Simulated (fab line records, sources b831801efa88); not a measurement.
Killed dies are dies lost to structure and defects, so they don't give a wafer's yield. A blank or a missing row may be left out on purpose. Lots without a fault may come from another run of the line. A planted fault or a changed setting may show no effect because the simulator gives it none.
Which tool did it? | flow sky130 | 6 lots, 18 wafers sampled, at 2 steps of a route of 708

WHAT THE GAUGES READ, wafer by wafer
SKY_SONOS_ONO_THK_MEAS_01.
lot  | measured     | on            | SONOS_ONO_OXIDATION_THK (nm)
L628 | day 12 05:07 | film_metro-01 | 2.54 2.55 2.57
L630 | day 12 14:31 | film_metro-03 | 2.89 2.90 2.87
L638 | day 15 23:34 | film_metro-04 | 2.61 2.60 2.60
L643 | day 16 15:58 | film_metro-03 | 2.64 2.60 2.56
L645 | day 17 00:43 | film_metro-03 | 2.69 2.64 2.71
L648 | day 18 00:32 | film_metro-01 | 2.68 2.70 2.66

WHICH TOOL RAN EACH LOT (tool, then ch and the chambers of the sampled wafers, then the start)
lot  | SKY_SONOS_ONO_OXIDATION_00
L628 | furnace-02 ch 0, day 12 03:44
L630 | furnace-02 ch 0, day 12 13:10
L638 | furnace-01 ch 0, day 15 22:13
L643 | furnace-02 ch 0, day 16 14:37
L645 | furnace-02 ch 0, day 16 23:22
L648 | furnace-02 ch 0, day 17 23:11
- SKY_SONOS_ONO_OXIDATION_00: stabilise 600 s, purge 300 s, target thk 2.6 nm.

THE ANSWER, worked out from the rows above alone
Rule: what is usual is taken from the lots themselves. Put in order of their means at a reading, lots are off if they are a third of the lots or fewer, leave a main group of 4 or more, and stand apart from it by a gap of 3 or more times the standard deviation of the main group's means; of several such gaps the widest counts. A main group whose means are all the same, to the digits that the tables above print for the reading, isn't used. A lot without any number at a reading at which 4 lots or more have one is off too. The other lots that the step has rows for count as sound.
Off: L630, at SKY_SONOS_ONO_THK_MEAS_01 (SONOS_ONO_OXIDATION_THK). The main group: mean 2.62 nm, standard deviation 0.05.
A tool fits if, at a process step before that reading, it ran every lot that is off, and no sound lot after the first of them. The gauges at SKY_SONOS_ONO_THK_MEAS_01 are tried like those tools. None of those tried fits.

WHAT THE SIMULATOR HAD PUT IN
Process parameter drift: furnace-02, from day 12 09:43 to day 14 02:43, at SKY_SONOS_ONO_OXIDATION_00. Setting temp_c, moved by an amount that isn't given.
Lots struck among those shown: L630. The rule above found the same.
